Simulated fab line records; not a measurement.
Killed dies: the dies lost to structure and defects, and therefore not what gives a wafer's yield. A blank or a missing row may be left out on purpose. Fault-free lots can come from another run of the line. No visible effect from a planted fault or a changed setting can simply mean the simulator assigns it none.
fab line records	flow sky130
[record] lots = 13	wafers = 39	lastDay = 50
route steps=708 shown FIELD_ISO@2 METAL2@483 VIA2@529 VIA3@574
lots that met no fault: from a run of the same line without faults
startH: hours from the record's opening day to when the first of the lot's shown wafers began	waitH: hours elapsed since this lot's preceding step	" identical to the entry in the row above	L1.1+2: several wafers, shown together as one row	- no value, or no start was given	* or withheld: withheld	< > ~ a bound
route shown NAME@n: a module of which the file shows steps, and the number in the route of the first	usual: mean and standard deviation over wafers with no fault	same: alike in all rows	chamber/n: place in a boat	sites: the reading at each site	_std_site: how widely they spread, as a standard deviation	_edge_site: inner sites' mean taken away from outer sites' mean	radiusMm: how far each site lies from the wafer's centre	mask NAME#n: copy n	behind: the most recent tool/chamber to have shaped the wafer	hold: reason for holding the lot/hours on hold/outcome of the hold	device: the n, p or np transistor that did not switch	end of line: tests run on the same wafers once the route is complete	for a step that has no rows: nothing shown but its recipe	killed: count of dies lost to structure and defects at first sort (not the wafer's yield)	map: dies across one wafer; x = killed, . = not, _ = none there
set.NAME: setting as actually run; set.NAME@STEP: the setting as run at that earlier step	model.NAME: the simulator's own value behind a step, which no gauge read
steps of the route over a sample of lots; a table a step, a row a wafer
services: from which hour (startH, from the record's first day; less than 0 if before it) a tool's chamber was out of use, for how many hours, and why
[[steps]]
[step SKY_FIELD_ISO_OXIDATION_01]
[recipe] tempC = 900	ambient = O2	stabiliseS = 600	purgeS = 300	targetThkA = 120	oxTimeS = 1843
[usual] zonePowerCentrePct = 16.7/1.3
lot.wafer	tool	chamber	startH	waitH	zonePowerCentrePct
L325.1	furnace-01	0	11.56	1.5	18.3
L325.5	"	0	"	"	18.4
L325.6	"	0	"	"	18.0
L326.2	furnace-01	0	15.92	0.9	18.2
L326.3	"	0	"	"	18.1
L326.5	"	0	"	"	18.5
L327.1	furnace-02	0	20.53	0.5	15.6
L327.5	"	0	"	"	15.6
L327.6	"	0	"	"	15.6
L329.1	furnace-01	0	30.23	0.2	18.5
L329.5	"	0	"	"	18.0
L329.6	"	0	"	"	18.6
L331.1	furnace-01	0	40.12	0.1	18.2
L331.5	"	0	"	"	18.1
L331.6	"	0	"	"	18.5
L332.2	furnace-02	0	45.31	0.3	15.6
L332.3	"	0	"	"	15.6
L332.6	"	0	"	"	15.5
L334.1	furnace-02	0	56.09	1.1	15.3
L334.2	"	0	"	"	15.6
L334.4	"	0	"	"	15.5
L336.1	furnace-02	0	65.80	0.8	15.5
L336.3	"	0	"	"	15.7
L336.6	"	0	"	"	15.7
L342.1	furnace-01	0	101.29	6.3	17.9
L342.3	"	0	"	"	17.8
L342.6	"	0	"	"	18.4
L343.1	furnace-01	0	101.29	1.3	18.2
L343.2	"	0	"	"	18.6
L343.6	"	0	"	"	18.4
L344.1	furnace-02	0	112.32	7.3	15.7
L344.2	"	0	"	"	15.8
L344.3	"	0	"	"	15.6
L345.4	furnace-02	0	112.32	2.2	15.2
L345.5	"	0	"	"	15.4
L345.6	"	0	"	"	15.6
L348.3	furnace-02	0	125.33	0.3	15.6
L348.5	"	0	"	"	15.4
L348.6	"	0	"	"	15.7
[step SKY_FIELD_ISO_THK_MEAS_02]
[recipe] reads = SiO2_of_FIELD_ISO_OXIDATION_01
[usual] FIELD_ISO_OXIDATION_00_THK = 12.15/0.25
lot.wafer	tool	chamber	startH	waitH	FIELD_ISO_OXIDATION_00_THK[nm]
L325.1	filmMetro-02	-	13.07	0.0	12.14
L325.5	"	-	"	"	12.36
L325.6	"	-	"	"	11.97
L326.2	filmMetro-03	-	17.44	0.0	12.28
L326.3	"	-	"	"	12.10
L326.5	"	-	"	"	12.51
L327.1	filmMetro-01	-	22.04	0.0	11.58
L327.5	"	-	"	"	11.70
L327.6	"	-	"	"	11.70
L329.1	filmMetro-03	-	31.74	0.0	12.32
L329.5	"	-	"	"	12.30
L329.6	"	-	"	"	12.43
L331.1	filmMetro-03	-	41.63	0.0	12.06
L331.5	"	-	"	"	12.12
L331.6	"	-	"	"	12.11
L332.2	filmMetro-01	-	46.83	0.0	12.29
L332.3	"	-	"	"	12.21
L332.6	"	-	"	"	12.18
L334.1	filmMetro-03	-	57.60	0.0	12.00
L334.2	"	-	"	"	12.09
L334.4	"	-	"	"	11.87
L336.1	filmMetro-03	-	67.31	0.0	11.98
L336.3	"	-	"	"	12.31
L336.6	"	-	"	"	12.00
L342.1	filmMetro-03	-	102.80	0.0	10.52
L342.3	"	-	"	"	10.43
L342.6	"	-	"	"	10.51
L343.1	filmMetro-01	-	102.80	0.0	10.13
L343.2	"	-	"	"	10.15
L343.6	"	-	"	"	10.21
L344.1	filmMetro-03	-	113.83	0.0	12.38
L344.2	"	-	"	"	12.54
L344.3	"	-	"	"	12.37
L345.4	filmMetro-02	-	113.86	0.0	12.42
L345.5	"	-	"	"	12.57
L345.6	"	-	"	"	12.39
L348.3	filmMetro-03	-	126.86	0.0	12.06
L348.5	"	-	"	"	11.99
L348.6	"	-	"	"	11.91
[step SKY_METAL2_SPUTTER_00]
[recipe] material = Ti	targetThkNm = 15	powerW = 3000	timeS = 10	chamberPressurePa = 0.4
[usual] throttleValvePct = 29.4/1.2
lot.wafer	tool	chamber	startH	waitH	throttleValvePct
L325.1	pvdSputter-04	-	798.40	0.1	27.4
L325.5	"	-	"	"	27.6
L325.6	"	-	"	"	31.1
L326.2	pvdSputter-02	-	798.61	0.1	29.4
L326.3	"	-	"	"	29.2
L326.5	"	-	"	"	32.0
L327.1	pvdSputter-01	-	805.41	0.1	29.7
L327.5	"	-	"	"	29.6
L327.6	"	-	"	"	27.8
L329.1	pvdSputter-04	-	820.52	0.2	30.8
L329.5	"	-	"	"	27.8
L329.6	"	-	"	"	31.0
L331.1	pvdSputter-02	-	834.38	0.2	31.9
L331.5	"	-	"	"	29.4
L331.6	"	-	"	"	32.0
L332.2	pvdSputter-01	-	851.69	0.2	28.0
L332.3	"	-	"	"	29.6
L332.6	"	-	"	"	29.4
L334.1	pvdSputter-04	-	873.87	0.1	30.9
L334.2	"	-	"	"	29.6
L334.4	"	-	"	"	27.5
L336.1	pvdSputter-02	-	901.81	0.2	32.0
L336.3	"	-	"	"	28.9
L336.6	"	-	"	"	31.9
L342.1	pvdSputter-04	-	932.82	0.1	29.9
L342.3	"	-	"	"	31.1
L342.6	"	-	"	"	29.8
L343.1	pvdSputter-04	-	934.87	0.2	31.2
L343.2	"	-	"	"	29.7
L343.6	"	-	"	"	29.7
L344.1	pvdSputter-02	-	941.20	0.1	29.3
L344.2	"	-	"	"	32.3
L344.3	"	-	"	"	29.1
L345.4	pvdSputter-04	-	943.21	0.3	28.6
L345.5	"	-	"	"	29.9
L345.6	"	-	"	"	31.1
L348.3	pvdSputter-01	-	965.45	0.1	29.6
L348.5	"	-	"	"	30.0
L348.6	"	-	"	"	27.9
[step SKY_VIA2_RS_MEAS_22]
[recipe] thkMeasGauge = four-point-probe	reads = W_of_VIA2_CVD_21+TiN_of_VIA2_SPUTTER_20
[usual] VIA2_W_RS = 0.2562/0.0022
lot.wafer	tool	chamber	startH	waitH	VIA2_W_RS[ohm/sq]
L325.1	filmMetro-02	-	854.53	0.1	0.2618
L325.5	"	-	"	"	0.2580
L325.6	"	-	"	"	0.2602
L326.2	filmMetro-01	-	854.69	0.1	0.2580
L326.3	"	-	"	"	0.2543
L326.5	"	-	"	"	0.2527
L327.1	filmMetro-01	-	860.43	0.1	0.2593
L327.5	"	-	"	"	0.2543
L327.6	"	-	"	"	0.2569
L329.1	filmMetro-01	-	874.19	0.1	0.2597
L329.5	"	-	"	"	0.2581
L329.6	"	-	"	"	0.2549
L331.1	filmMetro-02	-	889.22	0.1	0.2529
L331.5	"	-	"	"	0.2538
L331.6	"	-	"	"	0.2534
L332.2	filmMetro-02	-	905.16	0.2	0.2589
L332.3	"	-	"	"	0.2584
L332.6	"	-	"	"	0.2573
L334.1	filmMetro-01	-	926.88	0.1	0.2579
L334.2	"	-	"	"	0.2572
L334.4	"	-	"	"	0.2574
L336.1	filmMetro-03	-	954.60	0.1	0.2566
L336.3	"	-	"	"	0.2568
L336.6	"	-	"	"	0.2545
L342.1	filmMetro-01	-	984.69	0.1	0.2548
L342.3	"	-	"	"	0.2531
L342.6	"	-	"	"	0.2549
L343.1	filmMetro-03	-	986.73	0.1	0.2544
L343.2	"	-	"	"	0.2539
L343.6	"	-	"	"	0.2571
L344.1	filmMetro-03	-	992.98	0.1	0.2577
L344.2	"	-	"	"	0.2560
L344.3	"	-	"	"	0.2540
L345.4	filmMetro-02	-	994.79	0.1	0.2533
L345.5	"	-	"	"	0.2544
L345.6	"	-	"	"	0.2535
L348.3	filmMetro-01	-	1014.41	0.1	0.2536
L348.5	"	-	"	"	0.2561
L348.6	"	-	"	"	0.2571
[step SKY_VIA3_THK_MEAS_01]
[recipe] reads = SiO2_of_VIA3_HDPCVD_00
[usual] VIA3_HDPCVD_THK = 1585/17
lot.wafer	tool	chamber	startH	waitH	VIA3_HDPCVD_THK[nm]
L325.1	filmMetro-02	-	908.81	0.1	1597
L325.5	"	-	"	"	1558
L325.6	"	-	"	"	1564
L326.2	filmMetro-02	-	909.28	0.1	1570
L326.3	"	-	"	"	1592
L326.5	"	-	"	"	1584
L327.1	filmMetro-02	-	913.87	0.1	1565
L327.5	"	-	"	"	1583
L327.6	"	-	"	"	1550
L329.1	filmMetro-04	-	927.97	0.1	1575
L329.5	"	-	"	"	1588
L329.6	"	-	"	"	1582
L331.1	filmMetro-04	-	943.08	0.1	1609
L331.5	"	-	"	"	1584
L331.6	"	-	"	"	1573
L332.2	filmMetro-04	-	958.88	0.1	1593
L332.3	"	-	"	"	1600
L332.6	"	-	"	"	1583
L334.1	filmMetro-01	-	977.83	0.1	1598
L334.2	"	-	"	"	1602
L334.4	"	-	"	"	1581
L336.1	filmMetro-04	-	1005.32	0.1	1577
L336.3	"	-	"	"	1596
L336.6	"	-	"	"	1594
L342.1	filmMetro-04	-	1033.52	0.1	1585
L342.3	"	-	"	"	1573
L342.6	"	-	"	"	1579
L343.1	filmMetro-01	-	1034.92	0.1	1601
L343.2	"	-	"	"	1596
L343.6	"	-	"	"	1572
L344.1	filmMetro-02	-	1041.55	0.1	1593
L344.2	"	-	"	"	1578
L344.3	"	-	"	"	1580
L345.4	filmMetro-02	-	1042.46	0.0	1572
L345.5	"	-	"	"	1588
L345.6	"	-	"	"	1562
L348.3	filmMetro-01	-	1061.70	0.1	1595
L348.5	"	-	"	"	1579
L348.6	"	-	"	"	1586
[[services]]
tool	chamber	startH	hours	kind
furnace-02	-	-10.79	3.8	pm
furnace-02	-	82.95	23.0	pm
furnace-02	-	105.96	3.6	pm
furnace-01	-	109.62	3.8	pm
furnace-02	-	157.55	3.6	pm
furnace-02	-	161.13	6.1	pm
pvdSputter-04	-	194.08	5.3	repair
furnace-01	-	262.96	3.0	pm
furnace-02	-	325.28	4.1	pm
pvdSputter-04	-	352.43	1.9	repair
pvdSputter-04	-	358.00	1.2	repair
pvdSputter-04	-	378.70	4.0	repair
furnace-01	-	432.25	3.8	pm
furnace-02	-	492.81	3.5	pm
furnace-01	-	500.60	6.6	pm
pvdSputter-04	-	541.25	3.0	repair
furnace-01	-	598.89	4.2	pm
furnace-01	-	632.72	3.5	pm
furnace-02	-	650.44	2.7	pm
furnace-02	-	660.81	3.7	pm
furnace-02	-	666.40	3.3	repair
furnace-02	-	828.81	3.1	pm
furnace-02	-	880.18	3.1	pm
furnace-02	-	931.23	3.1	pm
[[key]]
[firstSign] step = SKY_FIELD_ISO_THK_MEAS_02	reading = FIELD_ISO_OXIDATION_00_THK	direction = down	sigmas = 7.3	usual = 12.15	struck = 10.33
effect none on later readings
metAt SKY_FIELD_ISO_OXIDATION_01
struckLots L342,L343
testerLeftOut L342,L343
notActingAt SKY_METAL2_SPUTTER_00,SKY_VIA2_RS_MEAS_22,SKY_VIA3_THK_MEAS_01
onsetBetween 40.12 101.29
[fault] kind = processParameterDrift	tool = furnace-01	chamber = -	onsetH = 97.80	steps = SKY_FIELD_ISO_OXIDATION_01	channel = oxTimeS	offset = *	shape = step	endH = 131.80	actsIn = *	stated = *
// testerLeftOut: of these lots the tester's yield and bins aren't shown, on N5 and GAA mostly nor the transistor test; their killed dies are dies lost to structure and defects alone, not to doping, threshold or leakage, so they don't give the yield
